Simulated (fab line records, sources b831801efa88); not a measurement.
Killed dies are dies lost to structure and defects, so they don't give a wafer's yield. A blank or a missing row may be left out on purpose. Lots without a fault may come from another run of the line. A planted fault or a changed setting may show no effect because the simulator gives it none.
fab line records | flow sky130
record lots=24 wafers=72 last_day=50
route steps=708 shown FIELD_ISO@18 DNWELL@44 NWELL@67 SONOS_TUNNEL@162 POLY_GATE@218
lots that met no fault: from a run of the same line without faults
start_h: hours from the record's first day to the start of the lot's first wafer shown | wait_h: hours since the lot's step before | " the same as in the row above | L1.1+2: a row that stands for several wafers | - no value, or no start given | * or withheld: withheld | < > ~ a bound
route shown NAME@n: a module of which the file shows steps, and the number in the route of the first | usual: mean/standard deviation of fault-free wafers | same: alike in all rows | chamber/n: place in a boat | sites: the reading at each site | _std_site: their standard deviation | _edge_site: outer sites' mean less inner sites' | radius_mm: how far each site lies from the wafer's centre | mask NAME#n: copy n | behind: the tool/chamber that last shaped the wafer | hold: why the lot was held/for how many hours/how that ended | device: the transistor (n, p or np) that didn't switch | end of line: the same wafers' tests at the end of the route | a step without rows: its recipe alone | killed: dies lost to structure and defects at the first sort, not the wafer's yield | map: a wafer's dies, x killed, . not, _ none there
set.NAME: the setting as run; set.NAME@STEP: as run at that earlier step | model.NAME: the simulator's own value behind a step, which no gauge read
steps of the route over a sample of lots; a table a step, a row a wafer
services: from which hour (start_h, from the record's first day; less than 0 if before it) a tool's chamber was out of use, for how many hours, and why
## steps
# step SKY_FIELD_ISO_ETCH_17
# recipe target_depth_a=3420 mask_material=Si3N4 chemistry=HBr/Cl2/O2 target=Si taper_deg=5 icp_w=600 bias_w=150 pressure_mtorr=15 HBr_flow_sccm=150 Cl2_flow_sccm=40 O2_flow_sccm=6 time_s=97.7
# usual chamber_pressure_mTorr=15.000/0.013 drypump_motor_current_A=5.8/0.41 he_backside_leak_sccm=2.74/0.23 oes_product_au=1.004/0.015 throttle_valve_pct=25.653/0.014
# columns lot.wafer tool chamber start_h wait_h chamber_pressure_mTorr drypump_motor_current_A he_backside_leak_sccm oes_product_au rf_hours_counter_h throttle_valve_pct
L074.1 rie_si-01 1 30.64 0.1 14.978 6.3 2.84 0.974 63 25.672
L074.4 " 0 " " 15.010 6.2 2.79 0.993 145 25.662
L074.6 " 0 " " 14.977 6.2 2.79 0.990 - 25.657
L075.3 rie_si-01 1 36.64 0.0 15.034 6.2 2.97 0.979 63 25.687
L075.4 " 2 " " 15.008 6.1 2.61 1.000 53 25.670
L075.5 " 3 " " 15.011 5.2 3.03 1.016 - 25.651
L076.1 rie_si-02 0 40.85 0.1 14.978 5.9 2.69 1.003 18 25.647
L076.2 " 3 " " 15.020 5.9 2.76 1.013 3 25.642
L076.6 " 2 " " 15.005 5.3 2.43 1.009 - 25.654
L077.1 rie_si-01 2 44.50 0.1 15.014 6.1 2.57 0.998 53 25.661
L077.2 " 3 " " 15.009 5.2 3.09 1.018 41 25.639
L077.4 " 0 " " 15.004 6.2 2.64 1.000 146 25.663
L078.1 rie_si-01 1 50.00 0.1 15.003 6.2 2.74 0.973 63 25.659
L078.5 " 0 " " 15.021 6.2 2.90 0.989 - 25.670
L078.6 " 3 " " 14.990 5.1 3.02 1.014 - 25.653
L079.2 rie_si-02 2 54.29 0.1 14.981 5.3 2.48 1.013 93 25.615
L079.3 " 1 " " 14.977 5.9 2.80 1.033 154 25.625
L079.4 " 0 " " 15.008 5.9 2.75 1.021 18 25.652
L080.1 rie_si-01 1 59.55 0.1 14.991 6.2 2.94 0.971 63 25.671
L080.2 " 2 " " 14.998 6.1 2.53 0.995 53 25.648
L080.5 " 3 " " 15.006 5.2 2.89 1.026 - 25.638
L081.1 rie_si-01 1 64.35 0.1 14.986 6.2 2.81 0.982 63 25.657
L081.3 " 0 " " 14.994 6.2 2.97 1.002 146 25.664
L081.4 " 2 " " 14.992 6.1 2.69 0.988 - 25.663
L082.3 rie_si-02 0 71.44 0.0 15.005 5.9 2.57 1.010 18 25.637
L082.5 " 0 " " 14.976 5.9 2.71 1.005 - 25.656
L082.6 " 2 " " 15.002 5.3 2.51 1.020 - 25.626
L083.2 rie_si-02 3 76.99 0.1 15.005 5.9 2.66 1.022 3 25.630
L083.3 " 0 " " 14.985 5.9 2.67 1.006 18 25.656
L083.4 " 3 " " 14.992 5.9 2.62 1.017 - 25.634
L084.1 rie_si-01 2 80.89 0.1 14.992 6.1 2.58 1.008 53 25.658
L084.3 " 0 " " 15.004 6.2 2.86 0.982 146 25.672
L084.4 " 3 " " 15.028 5.2 2.85 1.029 41 25.632
L085.2 rie_si-01 1 86.46 0.1 14.999 6.3 2.87 0.982 64 25.671
L085.4 " 0 " " 14.992 6.2 2.72 0.995 146 25.664
L085.5 " 0 " " 14.984 6.2 2.62 0.994 - 25.656
L086.1 rie_si-01 3 91.62 0.1 15.004 5.1 3.02 1.040 41 25.623
L086.3 " 2 " " 14.981 6.0 2.69 1.004 53 25.646
L086.4 " 0 " " 15.010 6.2 2.86 0.992 146 25.668
L087.2 rie_si-01 1 97.34 0.1 14.995 6.2 2.58 0.972 64 25.676
L087.3 " 2 " " 15.003 6.0 2.54 1.001 53 25.665
L087.5 " 3 " " 14.997 5.1 2.68 1.014 - 25.641
L088.3 rie_si-02 0 101.84 0.0 14.999 5.9 2.83 0.995 19 25.655
L088.5 " 0 " " 15.023 5.9 2.52 1.002 - 25.649
L088.6 " 1 " " 14.980 5.9 2.62 1.006 - 25.643
L089.4 rie_si-01 1 106.03 0.1 15.026 6.2 3.03 0.993 - 25.678
L089.5 " 3 " " 15.013 5.2 3.11 1.019 - 25.649
L089.6 " 2 " " 15.005 6.1 2.61 1.015 - 25.642
L090.2 rie_si-01 2 112.94 0.1 14.980 6.1 4.40 0.999 53 25.636
L090.3 " 3 " " 14.998 5.2 2.94 1.018 41 25.634
L090.5 " 1 " " 15.012 6.2 2.71 0.981 - 25.666
L091.4 rie_si-02 3 117.79 0.0 14.988 5.8 2.80 1.006 4 25.646
L091.5 " 0 " " 15.021 5.9 2.55 1.003 - 25.639
L091.6 " 1 " " 14.988 5.9 2.69 1.019 - 25.645
L092.1 rie_si-02 1 124.39 0.1 15.005 5.9 2.45 1.008 0 25.646
L092.4 " 0 " " 15.010 5.9 2.67 1.009 19 25.650
L092.6 " 2 " " 14.997 5.3 2.42 1.025 - 25.658
L093.2 rie_si-01 0 127.14 0.1 14.979 6.2 2.44 0.995 0 25.650
L093.3 " 3 " " 14.978 5.2 2.90 1.020 42 25.651
L093.5 " 1 " " 15.007 6.2 2.76 0.988 - 25.684
L094.1 rie_si-01 3 132.74 0.1 15.004 5.1 3.06 1.019 42 25.633
L094.2 " 2 " " 14.993 6.1 2.80 1.002 53 25.642
L094.5 " 0 " " 15.007 6.2 2.69 0.999 - 25.653
L095.1 rie_si-01 2 137.69 0.1 15.003 6.0 2.55 1.008 53 25.646
L095.2 " 1 " " 14.984 6.2 2.87 0.985 64 25.668
L095.5 " 3 " " 14.981 5.2 3.00 1.024 - 25.638
L096.3 rie_si-02 3 142.99 0.0 14.996 5.9 2.63 1.010 4 25.642
L096.4 " 2 " " 15.021 5.3 2.58 1.023 94 25.641
L096.5 " 1 " " 14.997 5.9 2.59 1.022 - 25.644
L097.2 rie_si-01 2 148.45 0.1 14.991 6.1 2.72 1.000 54 25.652
L097.3 " 0 " " 14.993 6.2 2.53 0.990 0 25.662
L097.4 " 3 " " 15.021 5.1 2.91 1.024 42 25.648
# step SKY_DNWELL_TW_MEAS_09
# usual DNWELL_TW=1113/7.8
# columns lot.wafer tool chamber start_h wait_h DNWELL_TW
L074.1 film_metro-02 - 53.49 0.1 1110
L074.4 " - " " 1110
L074.6 " - " " 1109
L075.3 film_metro-01 - 59.09 0.1 1123
L075.4 " - " " 1129
L075.5 " - " " 1126
L076.1 film_metro-01 - 63.64 0.1 1127
L076.2 " - " " 1123
L076.6 " - " " 1123
L077.1 film_metro-03 - 67.92 0.1 1111
L077.2 " - " " 1113
L077.4 " - " " 1109
L078.1 film_metro-01 - 75.92 0.1 1118
L078.5 " - " " 1125
L078.6 " - " " 1119
L079.2 film_metro-03 - 78.85 0.1 1117
L079.3 " - " " 1110
L079.4 " - " " 1112
L080.1 film_metro-01 - 83.19 0.1 1123
L080.2 " - " " 1115
L080.5 " - " " 1122
L081.1 film_metro-03 - 87.87 0.1 1110
L081.3 " - " " 1110
L081.4 " - " " 1114
L082.3 film_metro-02 - 96.64 0.1 1104
L082.5 " - " " 1109
L082.6 " - " " 1108
L083.2 film_metro-03 - 101.79 0.1 1106
L083.3 " - " " 1106
L083.4 " - " " 1098
L084.1 film_metro-03 - 104.24 0.1 1113
L084.3 " - " " 1113
L084.4 " - " " 1112
L085.2 film_metro-01 - 110.58 0.1 1124
L085.4 " - " " 1126
L085.5 " - " " 1128
L086.1 film_metro-03 - 116.88 0.1 1110
L086.3 " - " " 1100
L086.4 " - " " 1107
L087.2 film_metro-02 - 121.83 0.1 1116
L087.3 " - " " 1113
L087.5 " - " " 1119
L088.3 film_metro-01 - 126.79 0.1 1111
L088.5 " - " " 1110
L088.6 " - " " 1107
L089.4 film_metro-02 - 131.97 0.1 1104
L089.5 " - " " 1108
L089.6 " - " " 1107
L090.2 film_metro-02 - 138.95 0.1 1112
L090.3 " - " " 1108
L090.5 " - " " 1117
L091.4 film_metro-02 - 144.20 0.1 1104
L091.5 " - " " 1108
L091.6 " - " " 1106
L092.1 film_metro-01 - 151.03 0.1 1118
L092.4 " - " " 1126
L092.6 " - " " 1124
L093.2 film_metro-02 - 153.20 0.1 1108
L093.3 " - " " 1113
L093.5 " - " " 1107
L094.1 film_metro-03 - 160.68 0.1 1100
L094.2 " - " " 1099
L094.5 " - " " 1103
L095.1 film_metro-01 - 164.68 0.1 1128
L095.2 " - " " 1117
L095.5 " - " " 1120
L096.3 film_metro-03 - 170.19 0.1 1103
L096.4 " - " " 1106
L096.5 " - " " 1101
L097.2 film_metro-02 - 174.14 0.1 1111
L097.3 " - " " 1107
L097.4 " - " " 1106
# step SKY_NWELL_STRIP_14
# recipe chemistry=O2/N2 power_w=1400 pressure_mtorr=1500 platen_temp_c=withheld o2_flow_sccm=3000 n2_flow_sccm=300 overash_fraction=0.5498
# usual chamber_pressure_mTorr=1500.0/1.4 drypump_motor_current_A=5.4/0.57 oes_product_au=0.707/0.0051 strip_time_to_endpoint_s=36.96/0.1
# columns lot.wafer tool chamber start_h wait_h chamber_pressure_mTorr drypump_motor_current_A oes_product_au rf_hours_counter_h strip_time_to_endpoint_s
L074.1 plasma_asher-04 1 87.61 0.1 1501.8 5.5 0.716 40 36.87
L074.4 " 0 " " 1498.8 5.0 0.707 - 36.68
L074.6 " 1 " " 1500.4 5.5 0.710 - 36.73
L075.3 plasma_asher-04 0 94.14 0.1 1500.7 5.0 0.709 - 36.95
L075.4 " 1 " " 1498.9 5.4 0.699 - 37.00
L075.5 " 1 " " 1501.8 5.4 0.702 - 37.04
L076.1 plasma_asher-03 0 98.12 0.1 1502.7 6.5 0.707 29 37.02
L076.2 " 1 " " 1500.5 5.0 0.704 29 36.95
L076.6 " 1 " " 1501.9 4.9 0.715 - 36.97
L077.1 plasma_asher-04 0 102.36 0.1 1499.8 5.0 0.709 42 36.89
L077.2 " 1 " " 1501.2 5.4 0.706 42 36.90
L077.4 " 1 " " 1498.5 5.4 0.712 - 36.88
L078.1 plasma_asher-03 1 110.97 0.1 1498.9 4.9 0.705 30 36.90
L078.5 " 1 " " 1499.4 4.9 0.701 - 36.82
L078.6 " 0 " " 1499.6 6.5 0.706 - 36.99
L079.2 plasma_asher-04 0 113.92 0.1 1500.4 5.0 0.703 43 36.99
L079.3 " 1 " " 1501.9 5.4 0.704 - 36.95
L079.4 " 0 " " 1498.5 5.0 0.717 - 37.03
L080.1 plasma_asher-01 0 118.72 0.1 1500.6 4.9 0.712 0 37.00
L080.2 " 1 " " 1501.4 5.6 0.709 0 36.86
L080.5 " 1 " " 1503.7 5.5 0.719 - 36.87
L081.1 plasma_asher-03 1 124.31 0.1 1497.3 4.9 0.708 31 36.90
L081.3 " 1 " " 1500.8 4.9 0.703 - 37.01
L081.4 " 0 " " 1497.9 6.4 0.713 - 37.00
L082.3 plasma_asher-01 0 133.55 0.1 1500.7 4.8 0.704 - 36.88
L082.5 " 0 " " 1500.2 4.9 0.711 - 36.91
L082.6 " 1 " " 1501.1 5.6 0.705 - 36.96
L083.2 plasma_asher-04 1 138.82 0.1 1500.2 5.5 0.708 46 36.96
L083.3 " 1 " " 1501.2 5.5 0.716 - 36.87
L083.4 " 0 " " 1499.5 5.0 0.705 - 37.02
L084.1 plasma_asher-03 1 144.65 0.1 1501.5 4.9 0.700 33 37.12
L084.3 " 1 " " 1496.3 4.9 0.703 - 37.17
L084.4 " 0 " " 1499.5 6.5 0.700 - 37.14
L085.2 plasma_asher-03 1 147.67 0.1 1500.4 4.9 0.705 34 36.88
L085.4 " 1 " " 1501.2 4.9 0.707 - 36.91
L085.5 " 1 " " 1498.4 4.9 0.702 - 36.90
L086.1 plasma_asher-03 1 155.22 0.1 1498.8 4.9 0.704 34 37.04
L086.3 " 1 " " 1497.5 4.9 0.706 - 37.03
L086.4 " 0 " " 1497.2 6.5 0.703 - 36.97
L087.2 plasma_asher-04 0 160.76 0.1 1500.2 5.0 0.711 48 36.75
L087.3 " 0 " " 1500.0 5.0 0.698 - 36.74
L087.5 " 1 " " 1494.9 5.5 0.706 - 36.78
L088.3 plasma_asher-01 1 166.21 0.1 1499.8 5.6 0.711 - 36.90
L088.5 " 1 " " 1499.1 5.6 0.706 - 36.93
L088.6 " 0 " " 1501.0 4.9 0.707 - 36.91
L089.4 plasma_asher-04 1 172.65 0.1 1500.9 5.4 0.708 - 36.97
L089.5 " 1 " " 1499.5 5.4 0.695 - 36.92
L089.6 " 0 " " 1500.8 5.0 0.710 - 37.01
L090.2 plasma_asher-03 0 178.87 0.1 1501.2 6.5 0.702 37 36.93
L090.3 " 1 " " 1500.1 4.9 0.709 - 36.93
L090.5 " 0 " " 1501.8 6.5 0.707 - 36.94
L091.4 plasma_asher-04 1 185.11 0.1 1499.2 5.4 0.711 - 37.06
L091.5 " 1 " " 1500.1 5.4 0.708 - 37.11
L091.6 " 0 " " 1499.0 5.0 0.702 - 37.06
L092.1 plasma_asher-01 0 193.42 0.1 1500.1 4.8 0.704 7 36.97
L092.4 " 0 " " 1498.3 4.9 0.703 - 36.95
L092.6 " 0 " " 1499.0 4.8 0.711 - 37.07
L093.2 plasma_asher-03 0 194.81 0.1 1499.9 6.5 0.708 39 36.90
L093.3 " 1 " " 1499.9 4.9 0.713 - 36.92
L093.5 " 1 " " 1501.6 4.9 0.712 - 37.05
L094.1 plasma_asher-03 0 202.87 0.1 1499.8 6.5 0.716 40 37.13
L094.2 " 1 " " 1499.5 4.9 0.702 40 37.21
L094.5 " 0 " " 1499.0 6.5 0.705 - 37.13
L095.1 plasma_asher-04 0 207.72 0.1 1500.7 5.0 0.709 52 37.07
L095.2 " 1 " " 1500.5 5.4 0.707 52 37.03
L095.5 " 1 " " 1497.7 5.4 0.704 - 37.01
L096.3 plasma_asher-04 0 213.65 0.1 1500.9 5.0 0.707 - 36.94
L096.4 " 1 " " 1501.8 5.4 0.708 - 37.01
L096.5 " 1 " " 1498.6 5.4 0.703 - 36.90
L097.2 plasma_asher-04 0 218.61 0.1 1498.9 5.0 0.707 53 37.04
L097.3 " 1 " " 1501.2 5.5 0.711 - 37.00
L097.4 " 0 " " 1501.1 5.0 0.708 - 37.04
# step SKY_NWELL_RTA_28
# recipe temp_c=1050 time_s=30 idle_temp_c=650 ramp_up_c_per_s=150 ramp_down_c_per_s=90 ambient=N2
# usual anneal_temp_c_max=1056.3/1.4 lamp_power_pct=25.30/0.052 wafer_temp_C_max=1054.9/1
# columns lot.wafer tool chamber start_h wait_h anneal_temp_c_max lamp_power_pct wafer_temp_C_max
L074.1 rtp_anneal-02 0 105.43 0.0 1056.9 25.32 1054.0
L074.4 " 0 " " 1056.8 25.34 1054.4
L074.6 " 0 " " 1056.5 25.36 1055.1
L075.3 rtp_anneal-01 0 112.40 0.0 1055.9 25.35 1059.2
L075.4 " 0 " " 1055.1 25.26 1054.6
L075.5 " 0 " " 1054.8 25.40 1055.0
L076.1 rtp_anneal-01 0 116.47 0.0 1054.8 25.37 1056.0
L076.2 " 0 " " 1054.8 25.28 1054.5
L076.6 " 0 " " 1053.2 25.34 1054.4
L077.1 rtp_anneal-02 0 121.18 0.0 1056.2 25.37 1054.8
L077.2 " 0 " " 1057.1 25.30 1054.6
L077.4 " 0 " " 1060.2 25.37 1056.0
L078.1 rtp_anneal-02 0 130.23 0.0 1056.1 25.29 1055.5
L078.5 " 0 " " 1058.1 25.33 1055.2
L078.6 " 0 " " 1056.1 25.33 1054.0
L079.2 rtp_anneal-02 0 133.19 0.0 1056.9 25.31 1054.9
L079.3 " 0 " " 1057.3 25.24 1054.2
L079.4 " 0 " " 1056.9 25.29 1054.5
L080.1 rtp_anneal-01 0 137.73 0.0 1055.1 25.32 1053.6
L080.2 " 0 " " 1055.8 25.27 1057.7
L080.5 " 0 " " 1055.7 25.32 1054.1
L081.1 rtp_anneal-02 0 143.08 0.0 1056.7 25.29 1054.3
L081.3 " 0 " " 1056.4 25.35 1055.7
L081.4 " 0 " " 1060.1 25.36 1054.3
L082.3 rtp_anneal-02 0 153.25 0.0 1057.0 25.25 1056.1
L082.5 " 0 " " 1056.0 25.36 1053.7
L082.6 " 0 " " 1056.8 25.34 1055.5
L083.2 rtp_anneal-01 0 158.15 0.0 1055.4 25.32 1054.3
L083.3 " 0 " " 1055.6 25.33 1054.8
L083.4 " 0 " " 1055.5 25.21 1055.7
L084.1 rtp_anneal-01 0 164.72 0.0 1054.9 25.23 1054.5
L084.3 " 0 " " 1055.7 25.22 1055.3
L084.4 " 0 " " 1055.4 25.26 1056.4
L085.2 rtp_anneal-01 0 168.19 0.0 1055.7 25.23 1057.5
L085.4 " 0 " " 1054.7 25.28 1055.0
L085.5 " 0 " " 1055.2 25.27 1054.7
L086.1 rtp_anneal-02 0 175.88 0.0 1056.0 25.27 1053.5
L086.3 " 0 " " 1057.7 25.24 1055.5
L086.4 " 0 " " 1055.9 25.26 1053.9
L087.2 rtp_anneal-02 0 181.00 0.0 1055.7 25.36 1054.7
L087.3 " 0 " " 1057.4 25.34 1056.0
L087.5 " 0 " " 1057.9 25.42 1053.8
L088.3 rtp_anneal-01 0 186.97 0.0 1057.1 25.30 1054.3
L088.5 " 0 " " 1056.1 25.36 1054.5
L088.6 " 0 " " 1055.9 25.33 1054.5
L089.4 rtp_anneal-02 0 193.78 0.1 1058.1 25.38 1054.4
L089.5 " 0 " " 1056.9 25.24 1053.2
L089.6 " 0 " " 1056.7 25.31 1054.1
L090.2 rtp_anneal-02 0 200.44 0.0 1057.5 25.38 1053.3
L090.3 " 0 " " 1057.0 25.34 1054.2
L090.5 " 0 " " 1057.2 25.27 1057.0
L091.4 rtp_anneal-01 0 207.53 0.1 1055.0 25.24 1054.4
L091.5 " 0 " " 1054.6 25.29 1054.3
L091.6 " 0 " " 1054.0 25.27 1053.5
L092.1 rtp_anneal-01 0 215.82 0.0 1056.3 25.23 1055.8
L092.4 " 0 " " 1054.0 25.34 1054.3
L092.6 " 0 " " 1056.7 25.23 1054.3
L093.2 rtp_anneal-02 0 217.24 0.0 1060.2 25.31 1056.4
L093.3 " 0 " " 1056.8 25.30 1054.1
L093.5 " 0 " " 1056.9 25.29 1055.3
L094.1 rtp_anneal-01 0 225.72 0.0 1054.7 25.39 1056.2
L094.2 " 0 " " 1055.2 25.38 1055.0
L094.5 " 0 " " 1054.1 25.34 1054.6
L095.1 rtp_anneal-01 0 231.13 0.0 1056.2 25.25 1053.7
L095.2 " 0 " " 1054.5 25.29 1054.2
L095.5 " 0 " " 1055.2 25.28 1054.3
L096.3 rtp_anneal-02 0 236.41 0.0 1056.6 25.29 1054.5
L096.4 " 0 " " 1056.5 25.37 1054.0
L096.5 " 0 " " 1056.9 25.18 1054.8
L097.2 rtp_anneal-01 0 242.04 0.0 1055.0 25.25 1055.4
L097.3 " 0 " " 1054.5 25.37 1055.6
L097.4 " 0 " " 1056.6 25.33 1054.7
# step SKY_SONOS_TUNNEL_OVL_MEAS_08
# usual SONOS_TUNNEL_OVL=0.6/1.5
# columns lot.wafer tool chamber start_h wait_h SONOS_TUNNEL_OVL[nm]
L074.1 overlay-01 - 253.65 0.1 0.6
L074.4 " - " " 0.0
L074.6 " - " " -0.5
L075.3 overlay-02 - 261.56 0.1 -2.5
L075.4 " - " " -3.6
L075.5 " - " " -0.1
L076.1 overlay-02 - 266.09 0.1 0.2
L076.2 " - " " 1.0
L076.6 " - " " -1.2
L077.1 overlay-01 - 270.30 0.1 1.1
L077.2 " - " " -0.7
L077.4 " - " " 0.8
L078.1 overlay-01 - 281.50 0.1 1.1
L078.5 " - " " -0.4
L078.6 " - " " 1.3
L079.2 overlay-02 - 287.04 0.1 0.8
L079.3 " - " " 1.3
L079.4 " - " " 1.1
L080.1 overlay-01 - 293.61 0.1 1.9
L080.2 " - " " -0.1
L080.5 " - " " 0.9
L081.1 overlay-02 - 301.75 0.1 2.2
L081.3 " - " " 1.5
L081.4 " - " " -1.3
L082.3 overlay-01 - 315.16 0.1 0.5
L082.5 " - " " -0.8
L082.6 " - " " -0.4
L083.2 overlay-01 - 319.59 0.1 0.4
L083.3 " - " " 0.5
L083.4 " - " " 1.7
L084.1 overlay-02 - 330.54 0.1 1.7
L084.3 " - " " 3.3
L084.4 " - " " 2.3
L085.2 overlay-02 - 333.90 0.1 -1.1
L085.4 " - " " 0.2
L085.5 " - " " -2.7
L086.1 overlay-01 - 345.56 0.1 1.5
L086.3 " - " " 2.1
L086.4 " - " " 4.2
L087.2 overlay-01 - 350.64 0.1 -2.3
L087.3 " - " " -0.1
L087.5 " - " " -1.5
L088.3 overlay-02 - 359.31 0.1 -0.6
L088.5 " - " " 1.3
L088.6 " - " " 2.1
L089.4 overlay-02 - 365.87 0.1 -1.6
L089.5 " - " " -1.1
L089.6 " - " " -0.5
L090.2 overlay-01 - 376.49 0.1 -0.2
L090.3 " - " " 1.3
L090.5 " - " " 0.6
L091.4 overlay-01 - 386.42 0.1 2.8
L091.5 " - " " -0.2
L091.6 " - " " 2.3
L092.1 overlay-01 - 395.30 0.1 1.2
L092.4 " - " " 0.3
L092.6 " - " " 2.0
L093.2 overlay-01 - 399.86 0.1 2.3
L093.3 " - " " 4.2
L093.5 " - " " 1.9
L094.1 overlay-01 - 410.25 0.1 0.5
L094.2 " - " " -0.4
L094.5 " - " " -0.9
L095.1 overlay-02 - 416.55 0.1 0.3
L095.2 " - " " -0.8
L095.5 " - " " 0.7
L096.3 overlay-01 - 424.60 0.1 1.5
L096.4 " - " " -0.1
L096.5 " - " " 0.4
L097.2 overlay-02 - 428.50 0.1 3.5
L097.3 " - " " 0.0
L097.4 " - " " 0.5
# step SKY_POLY_GATE_THK_MEAS_04
# recipe reads=Si3N4_of_POLY_GATE_CVD_03
# usual POLY_GATE_CVD_03_THK=75.4/0.59
# columns lot.wafer tool chamber start_h wait_h POLY_GATE_CVD_03_THK[nm]
L074.1 film_metro-04 - 344.84 0.0 74.2
L074.4 " - " " 74.7
L074.6 " - " " 74.6
L075.3 film_metro-04 - 355.57 0.0 76.8
L075.4 " - " " 75.9
L075.5 " - " " 76.2
L076.1 film_metro-03 - 360.30 0.0 75.0
L076.2 " - " " 75.1
L076.6 " - " " 74.7
L077.1 film_metro-03 - 367.57 0.0 75.1
L077.2 " - " " 75.4
L077.4 " - " " 75.1
L078.1 film_metro-04 - 376.65 0.0 75.2
L078.5 " - " " 74.7
L078.6 " - " " 75.0
L079.2 film_metro-04 - 382.78 0.0 74.8
L079.3 " - " " 75.0
L079.4 " - " " 74.3
L080.1 film_metro-04 - 390.77 0.0 76.4
L080.2 " - " " 75.9
L080.5 " - " " 75.4
L081.1 film_metro-03 - 400.73 0.0 75.4
L081.3 " - " " 75.4
L081.4 " - " " 75.4
L082.3 film_metro-03 - 417.54 0.0 75.0
L082.5 " - " " 75.8
L082.6 " - " " 74.8
L083.2 film_metro-03 - 418.89 0.0 75.0
L083.3 " - " " 74.9
L083.4 " - " " 75.2
L084.1 film_metro-02 - 429.20 0.0 75.4
L084.3 " - " " 75.7
L084.4 " - " " 75.6
L085.2 film_metro-02 - 436.24 0.0 75.5
L085.4 " - " " 74.9
L085.5 " - " " 74.5
L086.1 film_metro-03 - 449.65 0.0 76.6
L086.3 " - " " 75.7
L086.4 " - " " 75.6
L087.2 film_metro-02 - 456.81 0.0 75.3
L087.3 " - " " 75.1
L087.5 " - " " 75.4
L088.3 film_metro-03 - 465.07 0.0 75.1
L088.5 " - " " 75.3
L088.6 " - " " 74.9
L089.4 film_metro-04 - 475.64 0.0 75.3
L089.5 " - " " 76.0
L089.6 " - " " 74.8
L090.2 film_metro-03 - 482.05 0.0 77.2
L090.3 " - " " 76.8
L090.5 " - " " 76.4
L091.4 film_metro-04 - 494.91 0.0 75.4
L091.5 " - " " 75.6
L091.6 " - " " 75.4
L092.1 film_metro-03 - 503.07 0.0 74.5
L092.4 " - " " 75.5
L092.6 " - " " 74.5
L093.2 film_metro-04 - 507.11 0.0 75.7
L093.3 " - " " 75.0
L093.5 " - " " 74.9
L094.1 film_metro-04 - 517.39 0.0 74.5
L094.2 " - " " 75.3
L094.5 " - " " 75.4
L095.1 film_metro-04 - 523.74 0.0 75.1
L095.2 " - " " 75.6
L095.5 " - " " 75.6
L096.3 film_metro-03 - 530.52 0.0 76.3
L096.4 " - " " 76.1
L096.5 " - " " 75.3
L097.2 film_metro-04 - 534.28 0.0 75.2
L097.3 " - " " 75.7
L097.4 " - " " 75.3
## services
# columns tool chamber start_h hours kind
plasma_asher-01 - 28.13 2.2 repair
plasma_asher-01 - 62.12 4.3 pm
rie_si-02 1 63.30 - clean
rie_si-02 1 63.30 21.0 scheduled_down
rie_si-02 1 63.30 21.0 vent_cycle
rie_si-01 3 63.71 2.4 repair
rtp_anneal-01 - 97.89 4.9 pm
rie_si-01 0 98.85 - clean
rie_si-01 0 98.85 14.8 scheduled_down
rie_si-01 0 98.85 14.8 vent_cycle
plasma_asher-01 - 108.75 9.0 pm
plasma_asher-01 0 108.75 9.0 vent_cycle
plasma_asher-01 1 108.75 9.0 vent_cycle
plasma_asher-03 - 114.78 2.1 repair
plasma_asher-01 0 117.75 - clean
plasma_asher-01 1 117.75 - clean
rie_si-01 2 125.40 6.0 repair
plasma_asher-04 - 175.02 4.3 repair
plasma_asher-04 - 187.30 2.8 pm
rie_si-02 3 192.92 9.6 repair
rie_si-01 - 194.25 19.6 repair
plasma_asher-01 - 194.78 11.0 repair
## key
fault none
